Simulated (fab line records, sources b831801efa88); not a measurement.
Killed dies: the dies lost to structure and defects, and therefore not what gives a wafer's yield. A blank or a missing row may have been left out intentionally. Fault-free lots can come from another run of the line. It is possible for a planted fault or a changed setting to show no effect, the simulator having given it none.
A lot that was struck, set against a sound lot / flow sky130 / 36 out of 708 route steps
Sound: wafers L570.3, L570.4, L570.5. Wafers L571.2, L571.3, L571.5 were the ones struck. The cause comes at the end.
Order at every step that has rows: each side's tool, ch and its chambers, its first start. Under that, the readings that differ: sound wafers / struck wafers / difference of the means / sigmas: that difference in standard deviations of wafers without a fault.
alike: a reading whose means differ by less than 2 such deviations, as well as words and numbers matching on both sides. not compared: withheld readings; readings where some wafer has no value; bounds like >300 that might hide an equal value; numbers whose values overlap and for which the record gives no deviation.
A row with sigmas, a row that says differs or no value, or rows on one side alone: a step with any of these is where the two part. Non-overlapping numbers with no deviation appear without sigmas and do not part them. A reading missing from all wafers of one side parts the sides only when that side holds two or more wafers.

first, 9 steps without rows for these wafers: SKY_VIA2_SPUTTER_20 (material TiN, target thk 20 nm, time 80 s); SKY_VIA2_CVD_21 (deposits W, target thk 420 nm, time 126.4 s); SKY_VIA2_CMP_24 (polishes, stops on SiO2, t overpolish 20 s, target thk 0 nm); SKY_METAL3_SPUTTER_00 (material Ti, target thk 15 nm, time 10 s); SKY_METAL3_SPUTTER_01 (material TiN, target thk 20 nm, time 16.7 s); SKY_METAL3_SPUTTER_02 (material AlCu, target thk 735 nm, time 39.1 s); SKY_METAL3_SPUTTER_03 (material Ti, target thk 5 nm, time 3.3 s); SKY_METAL3_SPUTTER_04 (material TiN, target thk 70 nm, time 58.3 s); SKY_CAPM_CVD_00 (deposits SiO2, target thk 15.5 nm).
SKY_CAPM_SPUTTER_02: material TiN, target thk 200 nm, time 166.7 s.
  sound on pvd-sputter-02 at day 38 23:30; struck on pvd-sputter-02 at day 39 04:33
reading=cathode-dc-power-W (W); sound=6501.5 6499.1 6498.8; struck=6667.7 6672.2 6669.4; difference=+170.0; sigmas=+99 or more
reading=model.TiN_of_CAPM_SPUTTER_02.thk-nm (nm); sound=201.2 199.7 201.7; struck=205.1 203.3 205.2; difference=+3.7; sigmas=
  alike: chamber-pressure-pa, throttle-valve-pct
then, 7 steps without rows for these wafers: SKY_CAPM_DEHYDRATE_05 (time 60 s); SKY_CAPM_HMDS_06 (prime time 60 s); SKY_CAPM_COAT_07 (resist thk 1140 nm); SKY_CAPM_SOFTBAKE_08 (time 60 s); SKY_CAPM_EXPOSE_09 (exposes mask CAPM, target cd 1000 nm); SKY_CAPM_PEB_10; SKY_CAPM_DEVELOP_11 (develop time 60 s).
SKY_CAPM_METAL_ETCH_13: etches TiN in Cl2/BCl3, stops on SiO2, target depth 220 nm, time 62.9 s.
  sound on rie-metal-01 ch 1, day 40 00:44; struck on rie-metal-01 ch 1, day 40 06:09
reading=model.etch.depth-nm (nm); sound=201.2 199.7 201.7; struck=205.1 203.3 205.2; difference=+3.7; sigmas=
reading=model.CAPM.feature-depth-nm (nm); sound=201.2 199.7 201.7; struck=205.1 203.3 205.2; difference=+3.7; sigmas=
  alike: chamber-pressure-mTorr, drypump-motor-current-A, oes-product-au, throttle-valve-pct
then, 16 steps without rows for these wafers: SKY_CAPM_STRIP_14 (strips in O2/N2); SKY_CAPM_STRIP_15 (strips in post etch residue remover, time 1200 s); SKY_CAPM_CLEAN_16 (cleans in IPA, time 180 s); SKY_CAPM_CLEAN_17 (cleans in O3/DIW); SKY_METAL3_DEHYDRATE_05 (time 60 s); SKY_METAL3_HMDS_06 (prime time 60 s); SKY_METAL3_COAT_07 (resist thk 60 nm); SKY_METAL3_COAT_08 (resist thk 1140 nm); SKY_METAL3_SOFTBAKE_09 (time 90 s); SKY_METAL3_EXPOSE_10 (exposes mask MM3, target cd 300 nm); SKY_METAL3_PEB_11; SKY_METAL3_DEVELOP_12 (develop time 60 s); SKY_METAL3_DESCUM_15 (chemistry O2, time 8 s); SKY_METAL3_ETCH_16 (etches BARC in N2/H2, stops on SiO2, time 88.2 s, target depth 60 nm); SKY_METAL3_ETCH_17 (etches SiO2 in C4F8/O2/Ar, stops on TiN, time 3.9 s, target depth 15 nm); SKY_METAL3_METAL_ETCH_18 (etches the open film in Cl2/BCl3, stops on SiO2, target depth 845 nm, time 183.1 s).
SKY_METAL3_STRIP_20: strips in post etch residue remover, time 1200 s.
  sound on wet-bench-01 ch 2, day 41 03:20; struck on wet-bench-01 ch 2, day 41 08:47
reading=model.TiN_of_CAPM_SPUTTER_02.thk-nm (nm); sound=200.4 198.9 200.9; struck=204.2 202.5 204.3; difference=+3.6; sigmas=
-- the record jumps here: 7 days lie between the struck wafers' starts before and after (it left off in module METAL3 and takes up again in module PAD_OPEN, whose first step shown is number 708 of the route) --
SKY_PAD_OPEN_PROBE_99:
  sound on prober-02 at day 48 02:29; struck on prober-01 at day 48 07:04
reading=model.etest.cap-mim.plate-ohm-sq; sound=5.978 6.003 5.966; struck=5.836 5.928 5.861; difference=-0.107; sigmas=
  alike: defect-limited-yield, killed_at_M0_to_M3, killed_at_M4_up, killed-at-contacts, killed-at-front-end, killed-at-other, killed-dies, killed-open, killed-short, sort_bin_3_pad_short, sort_bin_5_function, sort_bin_6_memory, sort-n-pass, sort-yield-pct

== WHERE THEY PART ==
Only at SKY_CAPM_SPUTTER_02, within this record. Later steps at which nothing parts them and some readings are alike: SKY_CAPM_METAL_ETCH_13, SKY_PAD_OPEN_PROBE_99.

WHY: what the simulator had put in
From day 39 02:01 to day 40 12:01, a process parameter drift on pvd-sputter-02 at SKY_CAPM_SPUTTER_02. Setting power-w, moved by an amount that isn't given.
